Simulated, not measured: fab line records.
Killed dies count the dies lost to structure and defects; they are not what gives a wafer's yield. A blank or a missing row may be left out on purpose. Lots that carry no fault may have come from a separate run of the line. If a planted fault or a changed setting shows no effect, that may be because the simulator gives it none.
Which tool did it? ; flow gf180mcu ; 13 lots, 39 wafers sampled, at 6 steps of a route of 602

WHAT THE GAUGES SHOWED, per wafer
GF_HV_LDD_CD_MEAS_07: the cd target is 400 nm. Usual: cd-nm 398.8 nm, standard deviation 2.4.
lot;measured;on;cd-nm (nm);flag
L550;day 10 03:28;cd-sem-01;396.5 397.3 393.0;
L551;day 10 09:01;cd-sem-02;398.0 400.6 399.9;
L552;day 10 23:35;cd-sem-01;396.0 394.8 395.2;
L553;day 11 06:02;cd-sem-02;403.6 404.2 404.1;
L557;day 12 15:07;cd-sem-02;401.6 400.2 400.9;
L558;day 12 15:22;cd-sem-01;393.2 393.6 395.7;
L559;day 12 22:19;cd-sem-02;399.6 400.1 397.5;
L562;day 14 04:43;cd-sem-02;398.8 399.2 399.1;
L563;day 14 17:37;cd-sem-02;398.3 396.6 399.5;
L566;day 15 10:20;cd-sem-02;400.0 399.9 399.6;
L568;day 15 23:05;cd-sem-02;398.7 398.7 399.4;
L570;day 16 12:25;cd-sem-01;400.9 399.5 399.9;
L571;day 16 16:28;cd-sem-01;399.5 400.9 398.7;

GF_HV_LDD_TW_MEAS_11. Usual: for HV_LDD_TW the level is 2415 and the standard deviation is 11.
lot;measured;on;HV_LDD_TW;flag
L550;day 10 03:53;film-metro-04;2412 2423 2405;
L551;day 10 09:26;film-metro-02;2415 2423 2414;
L552;day 10 23:59;film-metro-04;2415 2406 2406;
L553;day 11 06:26;film-metro-04;2417 2407 2399;
L557;day 12 15:29;film-metro-02;2408 2404 2416;
L558;day 12 15:46;film-metro-03;2423 2424 2422;
L559;day 12 22:47;film-metro-03;2420 2426 2414;
L562;day 14 05:05;film-metro-04;2423 2409 2408;
L563;day 14 18:02;film-metro-04;2419 2415 2421;
L566;day 15 10:44;film-metro-03;2415 2402 2406;
L568;day 15 23:29;film-metro-04;2402 2403 2422;
L570;day 16 12:50;film-metro-02;2419 2420 2418;
L571;day 16 16:52;film-metro-03;2417 2423 2415;

GF_HV_LDD_CD_MEAS_46: the cd target is 400 nm. Usual: cd-nm 397.8 nm, standard deviation 2.8.
lot;measured;on;cd-nm (nm);flag
L550;day 12 12:37;cd-sem-02;399.0 400.2 398.9;
L551;day 12 18:56;cd-sem-01;392.7 392.2 390.8;
L552;day 13 11:44;cd-sem-01;397.2 395.5 395.2;
L553;day 13 17:50;cd-sem-02;397.2 396.5 398.9;
L557;day 15 05:43;cd-sem-02;402.0 398.6 399.2;
L558;day 15 05:58;cd-sem-02;401.6 398.3 400.0;
L559;day 15 14:04;cd-sem-02;395.4 396.8 396.6;
L562;day 16 22:14;cd-sem-01;396.5 396.8 396.5;
L563;day 17 14:31;cd-sem-02;396.2 399.8 397.7;
L566;day 18 07:53;cd-sem-01;421.1 424.0 421.9;OFF
L568;day 18 21:04;cd-sem-02;417.5 417.5 414.5;OFF
L570;day 19 13:01;cd-sem-01;397.6 394.7 396.2;
L571;day 19 17:31;cd-sem-01;402.1 404.8 403.6;

GF_NSD_OVL_MEAS_08. Usual: for NSD_OVL the level is -0.8 nm and the standard deviation is 1.3.
lot;measured;on;NSD_OVL (nm);flag
L550;day 13 12:38;overlay-02;-1.5 -1.3 -1.9;
L551;day 13 18:31;overlay-02;-0.9 -1.3 -0.9;
L552;day 14 11:14;overlay-02;-0.2 -1.3 -1.6;
L553;day 14 17:46;overlay-02;-2.7 -2.0 -3.8;
L557;day 16 06:33;overlay-02;-0.7 0.8 -1.5;
L558;day 16 07:50;overlay-01;-0.9 -0.1 0.4;
L559;day 16 15:51;overlay-02;-1.7 -2.0 -2.9;
L562;day 18 00:04;overlay-02;-2.5 -1.2 -2.4;
L563;day 18 17:14;overlay-02;-0.2 2.4 0.0;
L566;day 19 11:28;overlay-02;-0.7 0.6 -0.1;
L568;day 20 00:53;overlay-02;-0.1 0.3 -0.6;
L570;day 20 16:08;overlay-02;-0.8 -0.7 0.0;
L571;day 20 20:48;overlay-01;-0.6 -2.3 -1.9;

WHICH TOOL RAN EACH LOT (tool, then ch and the chambers of the sampled wafers, then the start)
lot;GF_HV_LDD_COAT_41;GF_HV_LDD_STRIP_49
L550;litho-track-02 ch 0, day 12 02:35;plasma-asher-01 ch 0,1, day 12 12:55
L551;litho-track-03 ch 0, day 12 09:16;plasma-asher-01 ch 0,1, day 12 19:14
L552;litho-track-03 ch 0, day 13 00:55;plasma-asher-01 ch 0,1, day 13 12:02
L553;litho-track-02 ch 0, day 13 07:34;plasma-asher-01 ch 0, day 13 18:08
L557;litho-track-04 ch 0, day 14 18:19;plasma-asher-01 ch 0,1, day 15 06:01
L558;litho-track-03 ch 0, day 14 18:49;plasma-asher-04 ch 0,1, day 15 06:17
L559;litho-track-04 ch 0, day 15 03:07;plasma-asher-04 ch 0,1, day 15 14:22
L562;litho-track-02 ch 0, day 16 11:02;plasma-asher-02 ch 0,1, day 16 22:32
L563;litho-track-02 ch 0, day 17 02:44;plasma-asher-01 ch 0,1, day 17 14:49
L566;litho-track-04 ch 0, day 17 19:57;plasma-asher-02 ch 0, day 18 08:10
L568;litho-track-04 ch 0, day 18 08:52;plasma-asher-04 ch 0,1, day 18 21:23
L570;litho-track-03 ch 0, day 19 00:46;plasma-asher-02 ch 0,1, day 19 13:19
L571;litho-track-03 ch 0, day 19 04:25;plasma-asher-04 ch 0,1, day 19 17:49
- GF_HV_LDD_COAT_41: resist thk 1000 nm.
- GF_HV_LDD_STRIP_49: strips in O2/N2.

WHAT THE TOOLS THEMSELVES READ (means of the sampled wafers that have a number; where no wafer has one, the mark that the record gives instead)
GF_HV_LDD_STRIP_49. Usual: drypump-motor-current-A 5.4 A, standard deviation 0.42; heater-power-w 320 W, standard deviation 20; oes-product-au 0.716 a.u., standard deviation 0.0046; strip-time-to-endpoint-s 12.64 s, standard deviation 0.036.
lot;tool;drypump-motor-current-A (A);heater-power-w (W);oes-product-au (a.u.);strip-time-to-endpoint-s (s);flag
L550;plasma-asher-01;5.2;308;0.716;12.64;
L551;plasma-asher-01;5.0;313;0.716;12.66;
L552;plasma-asher-01;5.0;313;0.716;12.70;
L553;plasma-asher-01;5.4;300;0.718;12.67;
L557;plasma-asher-01;5.0;316;0.716;12.65;
L558;plasma-asher-04;5.7;329;0.720;12.63;
L559;plasma-asher-04;5.6;334;0.715;12.66;
L562;plasma-asher-02;5.8;335;0.718;12.69;
L563;plasma-asher-01;5.0;307;0.711;12.64;
L566;plasma-asher-02;5.6;355;0.652;10.13;OFF
L568;plasma-asher-04;5.7;332;0.656;10.17;OFF
L570;plasma-asher-02;5.8;339;0.719;12.64;
L571;plasma-asher-04;5.7;328;0.716;12.64;

THE ANSWER, worked out from the rows above alone
Rule: a lot is off if the mean of its wafers that have a number lies more than 3 standard deviations from the usual mean. A lot without any number at a reading at which 4 lots or more have one is off too. The other lots that the step has rows for count as sound. Order of review: gauges by route order, followed by the tools' own readings, for which a lot's mean as printed above is used. At the first step where some lot is off, the reading lying furthest off is the one used; lots without a number count as furthest.
Off: L566, L568, at GF_HV_LDD_CD_MEAS_46 (cd-nm).
A tool fits if, at a process step before that reading, it ran every lot that is off, and no sound lot after the first of them. The gauges at GF_HV_LDD_CD_MEAS_46 aren't tried: what is off there is off at GF_HV_LDD_STRIP_49 too, on other tools, and a gauge's error can't cause that. One fits: GF_HV_LDD_COAT_41 on litho-track-04. A fault onset in the window from L559 (day 15 03:07, its last sound lot) to L566 (day 17 19:57, its first lot off) fits.

WHAT THE SIMULATOR HAD PUT IN
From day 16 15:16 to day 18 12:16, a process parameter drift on litho-track-04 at GF_HV_LDD_COAT_41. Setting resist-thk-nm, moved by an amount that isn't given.
Lots struck among those shown: L566, L568. Same finding as the rule above.
